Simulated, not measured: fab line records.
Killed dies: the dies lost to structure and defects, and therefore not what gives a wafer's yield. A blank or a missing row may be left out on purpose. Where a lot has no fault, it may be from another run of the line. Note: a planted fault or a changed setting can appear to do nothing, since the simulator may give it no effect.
Struck lot and sound lot, side by side    flow sky130    25 out of 708 route steps
Sound: the wafers L454.3, L454.5, L454.6. Wafers L463.3, L463.4, L463.6 were the ones struck. The cause comes at the end.
Per side, at each step with rows, come the tool, then ch with its chambers, and then its first start. Under that, the readings that differ: sound wafers    struck wafers    difference of the means    sigmas: that difference in standard deviations of wafers without a fault.
alike: readings with means less than 2 such deviations apart, plus words and numbers identical on both sides. not compared: withheld readings, readings lacking a value on some wafer, bounds such as >300 that could conceal the same value, and numbers that have no deviation in the record and whose values overlap.
A row with sigmas, a row that says differs or no value, or rows on one side alone: a step with any of these is where the two part. When numbers do not overlap yet have no deviation, they are printed without sigmas and do not part them. A reading that every wafer of one side lacks parts them only if that side has two wafers or more.

SKY_NWELL_RS_MEAS_31: measures by four-point-probe.
  struck on film_metro-03, day 10 12:18; sound on film_metro-03, day 8 02:06
  alike: PWDE_RS
then, 7 steps without rows for these wafers: SKY_VT_ADJUST_HVTP_DEHYDRATE_00 (time 60 s); SKY_VT_ADJUST_HVTP_HMDS_01 (prime time 60 s); SKY_VT_ADJUST_HVTP_COAT_02 (resist thk 1140 nm); SKY_VT_ADJUST_HVTP_SOFTBAKE_03 (time 60 s); SKY_VT_ADJUST_HVTP_EXPOSE_04 (exposes mask HVTPM, target cd 380 nm); SKY_VT_ADJUST_HVTP_PEB_05; SKY_VT_ADJUST_HVTP_DEVELOP_06 (develop time 60 s).
SKY_VT_ADJUST_HVTP_CD_MEAS_07: target cd 380 nm.
  struck on cd_sem-01, day 11 10:59; sound on cd_sem-01, day 8 21:41
reading     sound              struck             difference  sigmas
cd_nm (nm)  390.0 388.3 385.9  380.2 381.0 380.4  -7.5        -3
SKY_VT_ADJUST_HVTP_OVL_MEAS_08:
  struck on overlay-02, day 11 11:04; sound on overlay-01, day 8 21:46
reading                  sound        struck         difference  sigmas
VT_ADJUST_HVTP_OVL (nm)  2.3 3.0 0.6  -1.5 0.4 -1.1  -2.7        -2
following that, these wafers have no rows for 1 step: SKY_VT_ADJUST_HVTP_IMPLANT_09.
SKY_VT_ADJUST_HVTP_STRIP_10: strips in O2/N2.
  sound on plasma_asher-02 ch 0,1, day 8 21:59; struck on plasma_asher-02 ch 0,1, day 11 11:17
  no value came back on the struck wafers for chamber_pressure_mTorr (mTorr), drypump_motor_current_A (A), oes_product_au (a.u.), strip_time_to_endpoint_s (s); on the sound wafers chamber_pressure_mTorr (mTorr) reads 1496.0 1496.8 1498.8
reading                                              sound  struck          difference  sigmas
model.NOVOLAK_of_VT_ADJUST_HVTP_COAT_02.thk_nm (nm)  0 0 0  1139 1139 1138  +1139       
  not compared: rf_hours_counter_h
SKY_VT_ADJUST_HVTP_TW_MEAS_11:
  struck on film_metro-02, day 11 11:22; sound on film_metro-04, day 8 22:04
reading            sound           struck          difference  sigmas
VT_ADJUST_HVTP_TW  1358 1356 1353  1335 1336 1328  -23         -2
then, 7 steps without rows for these wafers: SKY_VT_ADJUST_LVTN_DEHYDRATE_00 (time 60 s); SKY_VT_ADJUST_LVTN_HMDS_01 (prime time 60 s); SKY_VT_ADJUST_LVTN_COAT_02 (resist thk 3000 nm); SKY_VT_ADJUST_LVTN_SOFTBAKE_03; SKY_VT_ADJUST_LVTN_EXPOSE_04 (exposes mask NWM COMPLEMENT LESS NATIVE, target cd 840 nm); SKY_VT_ADJUST_LVTN_PEB_05; SKY_VT_ADJUST_LVTN_DEVELOP_06 (develop time 60 s).
SKY_VT_ADJUST_LVTN_OVL_MEAS_07:
  struck on overlay-02, day 12 11:21; sound on overlay-01, day 9 19:52
  alike: VT_ADJUST_LVTN_OVL
following that, these wafers have no rows for 1 step: SKY_VT_ADJUST_LVTN_IMPLANT_08.
SKY_VT_ADJUST_LVTN_STRIP_09: strips in O2/N2.
  sound on plasma_asher-03 ch 0,1, day 9 20:05; struck on plasma_asher-03 ch 0,1, day 12 11:34
reading                       sound              struck             difference  sigmas
strip_time_to_endpoint_s (s)  36.90 36.93 36.82  53.76 53.64 53.70  +16.82      +99 or more
  alike: chamber_pressure_mTorr, drypump_motor_current_A, oes_product_au
  not compared: rf_hours_counter_h
SKY_VT_ADJUST_LVTN_TW_MEAS_10:
  struck on film_metro-01, day 12 11:39; sound on film_metro-04, day 9 20:10
reading            sound              struck          difference  sigmas
VT_ADJUST_LVTN_TW  243.2 242.6 242.0  30.3 30.2 30.2  -212.4      -99 or more
then, 1 step without rows for these wafers: SKY_VT_ADJUST_LVTN_DEHYDRATE_11 (time 60 s).

## WHERE THEY PART
At SKY_VT_ADJUST_HVTP_CD_MEAS_07 first; at SKY_VT_ADJUST_LVTN_TW_MEAS_10 last (within this record only).

WHY: what had been put in by the simulator
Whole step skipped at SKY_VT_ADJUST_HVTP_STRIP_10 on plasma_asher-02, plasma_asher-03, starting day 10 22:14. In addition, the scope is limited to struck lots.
